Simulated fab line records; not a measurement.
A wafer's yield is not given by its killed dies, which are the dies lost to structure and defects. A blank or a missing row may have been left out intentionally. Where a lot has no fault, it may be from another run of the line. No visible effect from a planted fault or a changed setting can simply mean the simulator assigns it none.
A lot that was struck, set against a sound lot :: flow gf180mcu :: 18 steps out of a route of 602
Sound: wafers L185.1, L185.4, L185.5. Wafers L191.3, L191.4, L191.6 were the ones struck. At the end, the cause is stated.
Per side, at each step with rows, come the tool, then ch with its chambers, and then its first start. Under that, the readings that differ: sound wafers :: struck wafers :: difference of the means :: sigmas: that difference in standard deviations of wafers without a fault.
alike: words and numbers the same on both sides, and readings whose means are apart by under 2 such deviations; not compared: readings that were withheld, readings missing a value for some wafer, numbers with overlapping values and no deviation given by the record, and bounds like >300 which may hide the same value.
A row with sigmas, a row that says differs or no value, or rows on one side alone: a step with any of these is where the two part. When numbers do not overlap yet have no deviation, they are printed without sigmas and do not part them. A reading that every wafer of one side lacks parts them only if that side has two wafers or more.

first, 3 steps without rows for these wafers: GF_V1_EXPOSE_11 (exposes mask Via1, target cd 260 nm); GF_V1_PEB_12 (peb time 90 s); GF_V1_DEVELOP_13 (develop time 60 s).
GF_V1_CD_MEAS_14: target cd 260 nm.
  struck on cd_sem-01, day 21 10:53; sound on cd_sem-02, day 19 12:39
  alike: cd_nm
GF_V1_OVL_MEAS_15:
  struck on overlay-01, day 21 10:59; sound on overlay-01, day 19 12:46
  alike: V1_OVL
GF_V1_ETCH_16: etches BARC in N2/H2.
  sound on rie_diel-04 ch 0,1, day 19 12:49; struck on rie_diel-03 ch 0,2, day 21 11:01
reading: bias_w (W)
sound: 100.0 100.3 100.2
struck: 100.0 99.4 99.3
difference: -0.6
sigmas: -2
  alike: chamber_pressure_mTorr, drypump_motor_current_A, oes_product_au, throttle_valve_pct
GF_V1_ETCH_17: etches SiO2 in C4F8/O2/Ar, stops on TiN, target depth 630 nm.
  sound on rie_diel-04 ch 0,1; struck on rie_diel-03 ch 0,2
  alike: bias_w, chamber_pressure_mTorr, oes_product_au
GF_V1_STRIP_18: strips in O2/N2.
  sound on plasma_asher-03 ch 0,1, day 19 12:56; struck on plasma_asher-03 ch 0,1, day 21 11:10
  alike: chamber_pressure_mTorr, drypump_motor_current_A, heater_power_w, oes_product_au
  not compared: rf_hours_counter_h
then, 3 steps without rows for these wafers: GF_V1_STRIP_19 (strips in post etch residue remover, time 1200 s); GF_V1_CLEAN_20 (cleans in DIW); GF_V1_SPUTTER_21 (material Ti, target thk 15 nm, time 80.02 s).
GF_V1_SPUTTER_22: material TiN, target thk 10 nm, time 40 s.
  struck on pvd_sputter-02, day 21 11:44; sound on pvd_sputter-04, day 19 13:32
  alike: throttle_valve_pct
GF_V1_CVD_23: deposits W, target thk 350 nm, time 105.05 s.
  sound on cvd_w-02 ch 0,1, day 19 13:34; struck on cvd_w-01 ch 0,1, day 21 11:49
reading: model.W_of_V1_CVD_23.thk_nm (nm)
sound: 347.1 348.9 346.4
struck: 176.9 175.9 180.3
difference: -169.8
sigmas: 
  alike: heater_power_w
GF_V1_RS_MEAS_24: measures by four-point-probe.
  struck on film_metro-02, day 21 11:55; sound on film_metro-01, day 19 13:41
reading: V1_W_RS (ohm/sq)
sound: 0.331 0.329 0.332
struck: 0.654 0.657 0.640
difference: +0.320
sigmas: +94
GF_V1_THK_MEAS_25: measures by xrf.
  struck on film_metro-02, day 21 12:01; sound on film_metro-01, day 19 13:48
reading: V1_W_THK (nm)
sound: 333 335 332
struck: 174 172 176
difference: -159
sigmas: -32
GF_V1_CMP_26: polishes, stops on SiO2, t overpolish 15 s, target thk 0 nm.
  sound on cmp-01 ch 0,1,2, day 19 13:55; struck on cmp-01 ch 2,3, day 21 12:07
reading: time_to_endpoint_s (s)
sound: 84 81 75
struck: 44 42 44
difference: -37
sigmas: -10
  alike: motor_current_A
GF_M2_SPUTTER_00: material Ti, target thk 37.5 nm, time 150 s.
  struck on pvd_sputter-03, day 21 12:22; sound on pvd_sputter-03, day 19 14:10
  alike: throttle_valve_pct
-- the record jumps here: 10 days lie between the struck wafers' starts before and after (it left off in module M2 and takes up again in module PASSIVATION, whose first step shown is number 602 of the route) --
GF_PASSIVATION_PROBE_99:
  record: rows for the struck wafers here (prober-02, day 31 15:11), none for the sound ones

WHERE THEY PART
First at GF_V1_ETCH_16; last, within this record, at GF_PASSIVATION_PROBE_99.

WHY: what the simulator had put in
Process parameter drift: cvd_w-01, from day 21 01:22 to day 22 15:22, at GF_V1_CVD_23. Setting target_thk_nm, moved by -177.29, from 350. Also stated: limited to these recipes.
